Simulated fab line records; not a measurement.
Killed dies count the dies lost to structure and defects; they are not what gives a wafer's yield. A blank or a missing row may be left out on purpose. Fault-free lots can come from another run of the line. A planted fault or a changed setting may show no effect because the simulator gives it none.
Which tool is to blame?    flow sky130    32 wafers from 11 lots sampled at 6 of the route's 708 steps

## WHAT THE GAUGES SHOWED, per wafer
SKY_FIELD_ISO_THK_MEAS_25. Usual: FIELD_ISO_CVD_24_THK gives 592 nm (standard deviation 6.4).
lot   measured     on             FIELD_ISO_CVD_24_THK (nm)  flag
L682  day 3 23:22  film-metro-01  591 592 599                
L684  day 4 05:59  film-metro-04  592 589 594                
L683  day 4 06:04  film-metro-01  599 587 599                
L687  day 4 23:10  film-metro-03  602 602 613                
L689  day 5 11:46  film-metro-01  593 594 597                
L691  day 5 18:45  film-metro-01  589 592 590                
L692  day 6 01:09  film-metro-01  590 601                    
L693  day 6 10:06  film-metro-04  605 600 602                
L694  day 6 15:34  film-metro-03  588 597 594                
L695  day 7 01:44  film-metro-04  593 594 588                
L697  day 7 05:50  film-metro-03  579 585 578                

SKY_NWELL_TW_MEAS_15. Usual: NWELL_TW gives 1831 (standard deviation 15).
lot   measured      on             NWELL_TW           flag
L682  day 6 13:11   film-metro-02  30 30 30 30 30 30  OFF
L684  day 6 17:44   film-metro-04  31 31 31 31 31 30  OFF
L683  day 6 17:23   film-metro-04  31 31 31 30 31 31  OFF
L687  day 7 14:05   film-metro-04  1845 1832 1848     
L689  day 8 01:59   film-metro-03  1839 1835 1821     
L691  day 8 09:37   film-metro-04  1831 1831 1826     
L692  day 8 16:42   film-metro-02  1809 1808          
L693  day 9 13:48   film-metro-02  1808 1809 1815     
L694  day 9 20:17   film-metro-04  1835 1838 1833     
L695  day 9 21:47   film-metro-03  1829 1830 1827     
L697  day 10 01:14  film-metro-04  1841 1847 1855     

SKY_SPACER_THK_MEAS_01. Usual: SPACER_CVD_00_THK gives 42.9 nm (standard deviation 0.36).
lot   measured      on             SPACER_CVD_00_THK (nm)  flag
L687  day 27 11:29  film-metro-04  42.8 42.8 42.7          
L689  day 28 05:55  film-metro-04  43.2 43.0 43.3          
L691  day 28 11:48  film-metro-02  42.5 42.5 42.7          
L692  day 28 22:20  film-metro-02  42.6 42.4               
L693  day 29 22:04  film-metro-03  43.2 42.8 43.2          
L694  day 30 08:23  film-metro-02  42.7 42.8 42.8          
L695  day 30 11:59  film-metro-03  42.4 42.5 43.0          
L697  day 30 14:35  film-metro-04  43.3 43.4 43.0          

## WHICH TOOL RAN EACH LOT (tool, then ch and the chambers of the sampled wafers, then the start)
lot   SKY_PWDE_STRIP_09                    SKY_NWELL_STRIP_14                    SKY_POLY_GATE_STRIP_18
L682  plasma-asher-02 ch 0,1, day 5 17:40  plasma-asher-01 ch 0, day 6 13:05     -
L684  plasma-asher-02 ch 0,1, day 5 22:58  plasma-asher-01 ch 0,1, day 6 17:38   -
L683  plasma-asher-04 ch 0,1, day 5 22:44  plasma-asher-04 ch 0,1, day 6 17:17   -
L687  plasma-asher-04 ch 0,1, day 6 18:41  plasma-asher-04 ch 0,1, day 7 13:59   plasma-asher-04 ch 0,1, day 21 02:32
L689  plasma-asher-04 ch 0,1, day 7 05:50  plasma-asher-01 ch 0,1, day 8 01:52   plasma-asher-04 ch 0, day 21 18:08
L691  plasma-asher-03 ch 0,1, day 7 13:22  plasma-asher-04 ch 0,1, day 8 09:31   plasma-asher-01 ch 0,1, day 22 02:21
L692  plasma-asher-04 ch 0,1, day 7 19:31  plasma-asher-02 ch 0,1, day 8 16:36   plasma-asher-01 ch 0, day 22 14:01
L693  plasma-asher-03 ch 0,1, day 8 16:16  plasma-asher-02 ch 0,1, day 9 13:43   plasma-asher-01 ch 0,1, day 23 16:34
L694  plasma-asher-02 ch 0,1, day 8 21:53  plasma-asher-04 ch 0,1, day 9 20:10   plasma-asher-04 ch 0, day 24 02:35
L695  plasma-asher-02 ch 0,1, day 9 00:25  plasma-asher-02 ch 0,1, day 9 21:41   plasma-asher-04 ch 0, day 24 05:23
L697  plasma-asher-02 ch 0,1, day 9 03:01  plasma-asher-02 ch 0,1, day 10 01:09  plasma-asher-04 ch 0,1, day 24 09:01
- SKY_PWDE_STRIP_09: strips in O2/N2.
- SKY_NWELL_STRIP_14: strips in O2/N2.
- SKY_POLY_GATE_STRIP_18: strips in O2/N2.

## WHAT THE TOOLS THEMSELVES READ (means of the sampled wafers that have a number; where no wafer has one, the mark that the record gives instead)
SKY_PWDE_STRIP_09. Usual: chamber-pressure-mTorr 1499.9 mTorr, standard deviation 1.5; drypump-motor-current-A 5.7 A, standard deviation 0.53; n2-flow-sccm 300.1 sccm, standard deviation 0.81; oes-product-au 0.723 a.u., standard deviation 0.0047; strip-time-to-endpoint-s 36.94 s, standard deviation 0.11.
lot   tool             chamber-pressure-mTorr (mTorr)  drypump-motor-current-A (A)  n2-flow-sccm (sccm)  oes-product-au (a.u.)  strip-time-to-endpoint-s (s)  flag
L682  plasma-asher-02  -                               -                            -                    -                      -                             OFF
L684  plasma-asher-02  -                               -                            -                    -                      -                             OFF
L683  plasma-asher-04  -                               -                            -                    -                      -                             OFF
L687  plasma-asher-04  1499.8                          5.8                          300.8                0.725                  36.88                         
L689  plasma-asher-04  1501.0                          5.8                          301.5                0.719                  37.00                         
L691  plasma-asher-03  1499.1                          5.9                          299.7                0.723                  36.90                         
L692  plasma-asher-04  1500.2                          5.5                          299.6                0.725                  37.15                         
L693  plasma-asher-03  1498.8                          5.9                          300.9                0.724                  36.82                         
L694  plasma-asher-02  1499.0                          5.6                          300.1                0.723                  36.88                         
L695  plasma-asher-02  1499.1                          5.4                          299.2                0.726                  36.81                         
L697  plasma-asher-02  1500.5                          5.4                          300.2                0.723                  36.98                         

SKY_NWELL_STRIP_14. Usual: chamber-pressure-mTorr 1500.0 mTorr, standard deviation 1.4; drypump-motor-current-A 5.6 A, standard deviation 0.51; n2-flow-sccm 299.9 sccm, standard deviation 0.89; oes-product-au 0.723 a.u., standard deviation 0.0045; strip-time-to-endpoint-s 36.95 s, standard deviation 0.12.
lot   tool             chamber-pressure-mTorr (mTorr)  drypump-motor-current-A (A)  n2-flow-sccm (sccm)  oes-product-au (a.u.)  strip-time-to-endpoint-s (s)  flag
L682  plasma-asher-01  1499.9                          5.6                          300.1                0.739                  80.94                         OFF
L684  plasma-asher-01  1499.0                          5.7                          300.4                0.741                  81.21                         OFF
L683  plasma-asher-04  1498.5                          5.8                          299.0                0.742                  81.21                         OFF
L687  plasma-asher-04  1500.5                          5.3                          299.4                0.722                  36.83                         
L689  plasma-asher-01  1501.4                          5.8                          299.2                0.724                  36.95                         
L691  plasma-asher-04  1498.8                          5.8                          300.6                0.727                  37.28                         
L692  plasma-asher-02  1500.4                          5.5                          301.5                0.722                  36.87                         
L693  plasma-asher-02  1499.9                          5.4                          300.2                0.719                  36.98                         
L694  plasma-asher-04  1500.5                          5.3                          299.5                0.722                  36.76                         
L695  plasma-asher-02  1499.1                          5.4                          299.4                0.725                  36.99                         
L697  plasma-asher-02  1498.9                          5.6                          299.6                0.717                  36.96                         

SKY_POLY_GATE_STRIP_18. Usual: chamber-pressure-mTorr 1499.8 mTorr, standard deviation 1.3; drypump-motor-current-A 5.7 A, standard deviation 0.57; n2-flow-sccm 299.9 sccm, standard deviation 0.79; oes-product-au 0.362 a.u., standard deviation 0.0048; strip-time-to-endpoint-s 3.17 s, standard deviation 0.033.
lot   tool             chamber-pressure-mTorr (mTorr)  drypump-motor-current-A (A)  n2-flow-sccm (sccm)  oes-product-au (a.u.)  strip-time-to-endpoint-s (s)  flag
L687  plasma-asher-04  1500.6                          5.3                          300.2                0.361                  3.16                          
L689  plasma-asher-04  1501.2                          6.3                          300.1                0.363                  3.22                          
L691  plasma-asher-01  1499.6                          5.8                          299.7                0.358                  3.20                          
L692  plasma-asher-01  1500.0                          5.6                          300.4                0.360                  3.12                          
L693  plasma-asher-01  1499.1                          5.8                          300.4                0.365                  3.19                          
L694  plasma-asher-04  1499.8                          6.3                          299.2                0.359                  3.18                          
L695  plasma-asher-04  1499.4                          6.3                          300.1                0.366                  3.16                          
L697  plasma-asher-04  1499.6                          5.8                          299.1                0.358                  3.16                          

## THE ANSWER, worked out from the rows above alone
Rule: take the mean of a lot's wafers that have a number; if it is more than 3 standard deviations from the usual mean, the lot is off. A lot without any number at a reading at which 4 lots or more have one is off too. All remaining lots with rows at the step are treated as sound. First the gauges in route order, then the tools' own readings, where a lot's mean is used as printed above. At the first step where some lot is off, the reading lying furthest off is the one used; lots without a number count as furthest.
Off: at SKY_NWELL_TW_MEAS_15 (NWELL_TW), L682, L684, L683.
If a tool, at a process step before that reading, ran all the lots that are off and no sound lot after the first of them, it fits. The gauges at SKY_NWELL_TW_MEAS_15 aren't tried: what is off there is off at SKY_PWDE_STRIP_09 too, on other tools, and a gauge's error can't cause that. None of those tried fits.

## WHAT WAS PUT IN BY THE SIMULATOR
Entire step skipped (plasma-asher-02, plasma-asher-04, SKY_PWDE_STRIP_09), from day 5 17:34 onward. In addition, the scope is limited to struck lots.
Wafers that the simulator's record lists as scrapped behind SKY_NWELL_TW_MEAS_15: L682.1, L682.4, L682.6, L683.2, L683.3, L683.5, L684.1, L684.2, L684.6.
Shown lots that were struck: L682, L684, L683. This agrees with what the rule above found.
